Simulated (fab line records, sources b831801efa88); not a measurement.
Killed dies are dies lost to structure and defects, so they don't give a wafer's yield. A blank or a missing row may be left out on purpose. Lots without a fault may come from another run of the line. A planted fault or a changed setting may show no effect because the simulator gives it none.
Which tool did it? | flow sky130 | 12 lots, 35 wafers sampled, at 5 steps of a route of 708

WHAT THE GAUGES READ, wafer by wafer
SKY_FIELD_ISO_BOW_MEAS_00.
lot  | measured    | on            | INCOMING_BOW (um)
L753 | day 1 10:00 | film_metro-02 | 1 -1 13
L756 | day 2 01:00 | film_metro-03 | -1 5 -7
L759 | day 2 16:01 | film_metro-01 | -1 -4 -11
L760 | day 2 21:00 | film_metro-02 | -7 11 11
L761 | day 3 02:00 | film_metro-01 | -7 4 -6
L763 | day 3 12:01 | film_metro-02 | 3 8 -2
L764 | day 3 17:02 | film_metro-01 | 3 6 3
L766 | day 4 03:02 | film_metro-03 | -4 -1
L772 | day 5 09:01 | film_metro-02 | 3 2 -3
L773 | day 5 14:00 | film_metro-01 | -3 -2 6
L774 | day 5 19:00 | film_metro-02 | 1 1 4
L776 | day 6 05:02 | film_metro-03 | -4 -7 4

SKY_FIELD_ISO_THK_MEAS_25.
lot  | measured    | on            | FIELD_ISO_CVD_24_THK (nm)
L753 | day 2 09:40 | film_metro-01 | 595 594 590
L756 | day 3 00:53 | film_metro-01 | 602 597 591
L759 | day 3 15:05 | film_metro-03 | 589 610 596
L760 | day 3 20:42 | film_metro-03 | 595 587 593
L761 | day 4 00:53 | film_metro-03 | 592 592 582
L763 | day 4 09:29 | film_metro-01 | 766 598 786
L764 | day 4 17:35 | film_metro-03 | 596 776 599
L766 | day 5 02:13 | film_metro-01 | 603 784
L772 | day 6 10:54 | film_metro-01 | 587 586 594
L773 | day 6 15:28 | film_metro-02 | 592 596 603
L774 | day 6 19:53 | film_metro-03 | 590 591 586
L776 | day 7 10:14 | film_metro-02 | 595 591 592

SKY_NWELL_THK_MEAS_02.
lot  | measured    | on            | NWELL_OXIDATION_THK (nm)
L753 | day 2 13:31 | film_metro-04 | 9.98 9.89 10.00
L756 | day 3 05:15 | film_metro-04 | 10.05 10.08 9.89
L759 | day 3 20:34 | film_metro-04 | 10.14 10.22 10.15
L760 | day 4 02:41 | film_metro-01 | 10.03 10.13 9.84
L761 | day 4 06:41 | film_metro-04 | 10.27 10.13 10.23
L763 | day 4 16:16 | film_metro-04 | 10.04 10.14 10.24
L764 | day 4 22:47 | film_metro-03 | 10.00 10.11 9.94
L766 | day 5 08:02 | film_metro-04 | 10.03 10.12
L772 | day 6 16:19 | film_metro-01 | 9.92 10.05 10.15
L773 | day 6 20:43 | film_metro-04 | 10.32 10.29 10.30
L774 | day 6 23:47 | film_metro-04 | 10.12 9.94 10.05
L776 | day 7 15:57 | film_metro-03 | 10.20 10.09 10.09

WHICH TOOL RAN EACH LOT (tool, then ch and the chambers of the sampled wafers, then the start)
lot  | SKY_FIELD_ISO_CVD_24            | SKY_FIELD_ISO_CMP_27
L753 | hdpcvd-02 ch 0,1,2, day 2 09:35 | cmp-02 ch 0,1,3, day 2 11:22
L756 | hdpcvd-01 ch 0,1,2, day 3 00:49 | cmp-02 ch 0,1,3, day 3 02:26
L759 | hdpcvd-01 ch 0,2, day 3 15:01   | cmp-01 ch 1,2,3, day 3 16:41
L760 | hdpcvd-02 ch 0,1, day 3 20:38   | cmp-01 ch 0,1,3, day 3 23:35
L761 | hdpcvd-02 ch 0,1, day 4 00:49   | cmp-01 ch 0,2,3, day 4 03:50
L763 | hdpcvd-02 ch 0,2, day 4 09:25   | cmp-01 ch 1,2,3, day 4 13:31
L764 | hdpcvd-02 ch 0,1,2, day 4 17:29 | cmp-01 ch 1,2,3, day 4 19:25
L766 | hdpcvd-02 ch 2, day 5 02:07     | cmp-01 ch 0,1, day 5 04:13
L772 | hdpcvd-01 ch 0,1, day 6 10:49   | cmp-01 ch 0,3, day 6 13:54
L773 | hdpcvd-01 ch 1,2, day 6 15:23   | cmp-01 ch 0,2,3, day 6 17:51
L774 | hdpcvd-01 ch 0,2, day 6 19:48   | cmp-02 ch 1,2, day 6 21:26
L776 | hdpcvd-01 ch 0,2, day 7 10:09   | cmp-02 ch 1,3, day 7 11:50
- SKY_FIELD_ISO_CVD_24: deposits SiO2, target thk 595 nm, time 99.2 s.
- SKY_FIELD_ISO_CMP_27: polishes, stops on Si3N4, t overpolish 16 s, target thk 457.8 nm.

WHAT THE TOOLS THEMSELVES READ (means of the sampled wafers that have a number; where no wafer has one, the mark that the record gives instead)
SKY_FIELD_ISO_CMP_27.
lot  | tool   | motor_current_A (A) | time_to_endpoint_s (s)
L753 | cmp-02 | 11.3                | 117
L756 | cmp-02 | 11.3                | 121
L759 | cmp-01 | 12.2                | 113
L760 | cmp-01 | 11.9                | 111
L761 | cmp-01 | 13.4                | 111
L763 | cmp-01 | 12.3                | 135
L764 | cmp-01 | 12.3                | 122
L766 | cmp-01 | 12.2                | 128
L772 | cmp-01 | 12.5                | 107
L773 | cmp-01 | 13.4                | 111
L774 | cmp-02 | 11.4                | 110
L776 | cmp-02 | 11.5                | 112

THE ANSWER, worked out from the rows above alone
Rule: what is usual is taken from the lots themselves. Put in order of their means at a reading, lots are off if they are a third of the lots or fewer, leave a main group of 4 or more, and stand apart from it by a gap of 3 or more times the standard deviation of the main group's means; of several such gaps the widest counts. A main group whose means are all the same, to the digits that the tables above print for the reading, isn't used. A lot without any number at a reading at which 4 lots or more have one is off too. The other lots that the step has rows for count as sound. The gauges are gone through in route order, then the tools' own readings, and for those a lot's mean is taken as printed above. The first step at which some lot is off is used, and at that step the reading that is off furthest; a lot without a number counts as furthest.
Off: L763, L764, L766, at SKY_FIELD_ISO_THK_MEAS_25 (FIELD_ISO_CVD_24_THK). The main group: mean 593 nm, standard deviation 3.5.
A tool fits if, at a process step before that reading, it ran every lot that is off, and no sound lot after the first of them. The gauges at SKY_FIELD_ISO_THK_MEAS_25 are tried like those tools. One fits: hdpcvd-02 at SKY_FIELD_ISO_CVD_24. Its last sound lot is L761 (day 4 00:49), its first lot that is off L763 (day 4 09:25): a fault that began between those two fits.

WHAT THE SIMULATOR HAD PUT IN
Process parameter drift: hdpcvd-02, from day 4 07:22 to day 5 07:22, at SKY_FIELD_ISO_CVD_24. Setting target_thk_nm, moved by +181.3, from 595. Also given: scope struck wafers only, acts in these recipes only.
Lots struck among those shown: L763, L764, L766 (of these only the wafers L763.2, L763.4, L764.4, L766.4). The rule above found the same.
